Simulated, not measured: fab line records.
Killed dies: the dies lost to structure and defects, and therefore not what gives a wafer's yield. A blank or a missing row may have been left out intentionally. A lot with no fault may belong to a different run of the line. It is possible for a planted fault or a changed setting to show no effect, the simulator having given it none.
Struck lot and sound lot, side by side ; flow sky130 ; 17 out of 708 route steps
Sound: these wafers, L375.2, L375.4, L375.6. Wafers L392.2, L392.3, L392.4 were the ones struck. Last of all comes the cause.
Order at every step that has rows: each side's tool, ch and its chambers, its first start. Under that, the readings that differ: sound wafers ; struck wafers ; difference of the means ; sigmas: that difference in standard deviations of wafers without a fault.
alike: a reading whose means differ by less than 2 such deviations, as well as words and numbers matching on both sides. not compared: withheld readings; readings where some wafer has no value; bounds like >300 that might hide an equal value; numbers whose values overlap and for which the record gives no deviation.
The two part at a step that has a row with sigmas, a row that says differs or no value, or rows on one side only. Non-overlapping numbers with no deviation appear without sigmas and do not part them. A reading missing from all wafers of one side parts the sides only when that side holds two or more wafers.

SKY_VT_ADJUST_LVTN_OVL_MEAS_07:
  sound: overlay-01 at day 6 22:20; struck: overlay-01 at day 12 08:45
  alike: VT_ADJUST_LVTN_OVL
then, 1 step without rows for these wafers: SKY_VT_ADJUST_LVTN_IMPLANT_08.
SKY_VT_ADJUST_LVTN_STRIP_09: strips in O2/N2.
  sound on plasma_asher-04 ch 0,1, day 6 22:31; struck on plasma_asher-03 ch 0,1, day 12 08:56
  alike: drypump_motor_current_A, oes_product_au, strip_time_to_endpoint_s
  not compared: rf_hours_counter_h
SKY_VT_ADJUST_LVTN_TW_MEAS_10:
  sound: film_metro-03 at day 6 22:38; struck: film_metro-04 at day 12 09:02
  alike: VT_ADJUST_LVTN_TW
then, 7 steps without rows for these wafers: SKY_VT_ADJUST_LVTN_DEHYDRATE_11 (time 60 s); SKY_VT_ADJUST_LVTN_HMDS_12 (prime time 60 s); SKY_VT_ADJUST_LVTN_COAT_13 (resist thk 1140 nm); SKY_VT_ADJUST_LVTN_SOFTBAKE_14 (time 60 s); SKY_VT_ADJUST_LVTN_EXPOSE_15 (exposes mask HVN STD DERIVED, target cd 600 nm); SKY_VT_ADJUST_LVTN_PEB_16; SKY_VT_ADJUST_LVTN_DEVELOP_17 (develop time 60 s).
SKY_VT_ADJUST_LVTN_OVL_MEAS_18:
  sound: overlay-01 at day 7 17:35; struck: overlay-02 at day 13 09:48
  alike: VT_ADJUST_LVTN_01_OVL
SKY_VT_ADJUST_LVTN_IMPLANT_19:
  sound on implanter-03 ch 0, day 7 17:39; struck on implanter-03 ch 0, day 13 09:51
reading;sound;struck;difference;sigmas
dose_ions_cm2;6.497e+11 6.508e+11 6.503e+11;4.346e+11 4.328e+11 4.341e+11;-2.164e+11;-99 or more
faraday_current_uA;3.71 3.70 3.60;2.47 2.37 2.44;-1.24;-20
  alike: end_station_pressure_torr
SKY_VT_ADJUST_LVTN_STRIP_20: strips in O2/N2.
  sound on plasma_asher-04 ch 0,1, day 7 17:46; struck on plasma_asher-01 ch 0,1, day 13 09:59
reading;sound;struck;difference;sigmas
strip_time_to_endpoint_s (s);14.29 14.27 14.26;14.09 14.14 14.15;-0.15;-3
  alike: drypump_motor_current_A, oes_product_au
  not compared: rf_hours_counter_h
SKY_VT_ADJUST_LVTN_TW_MEAS_21:
  sound: film_metro-02 at day 7 17:53; struck: film_metro-04 at day 13 10:05
reading;sound;struck;difference;sigmas
VT_ADJUST_LVTN_2_TW;187.6 188.7 187.8;167.4 167.0 167.1;-20.9;-23
then, 1 step without rows for these wafers: SKY_VT_ADJUST_NCORE_DEHYDRATE_00 (time 60 s).
-- record jumps: 37 days separate the struck wafers' starts on either side; left off in module VT_ADJUST_NCORE, taken up again in module PAD_OPEN, whose first shown step is the route's number 708 --
SKY_PAD_OPEN_PROBE_99:
  sound: prober-02 at day 45 20:01; struck: prober-01 at day 50 16:59
reading;sound;struck;difference;sigmas
killed_short;36 45 52;38 21 36;-13;-2
model.etest.res_pwell_under_gate.rs_ohm_sq;2285 2287 2298;2328 2320 2324;+34;
model.etest.nfet_g5v0d10v5.body_rise_v (V);0.672 0.6703 0.6723;0.6312 0.632 0.6285;-0.0410;
model.etest.nfet_16v.body_rise_v (V);0.6721 0.6704 0.6736;0.6321 0.6272 0.6301;-0.0422;
model.etest.nfet_g5v0d10v5.vt_sat_v (V);0.7601 0.7533 0.7624;0.7301 0.7331 0.7344;-0.0261;
model.etest.nfet_g5v0d10v5.vt_v (V);0.8183 0.8147 0.8199;0.7963 0.7985 0.8007;-0.0191;
model.etest.nfet_16v.vt_v (V);0.7685 0.7548 0.7654;0.7501 0.7525 0.7485;-0.0125;
  alike: killed_at_M0_to_M3, killed_at_M4_up, killed_at_contacts, killed_at_front_end, killed_at_other, killed_dies, killed_open

== WHERE THEY PART ==
Earliest at SKY_VT_ADJUST_LVTN_IMPLANT_19; latest, in this record, at SKY_PAD_OPEN_PROBE_99.

WHY: what the simulator had put in
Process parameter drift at SKY_VT_ADJUST_LVTN_IMPLANT_19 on implanter-03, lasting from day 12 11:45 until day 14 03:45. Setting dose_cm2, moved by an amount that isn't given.
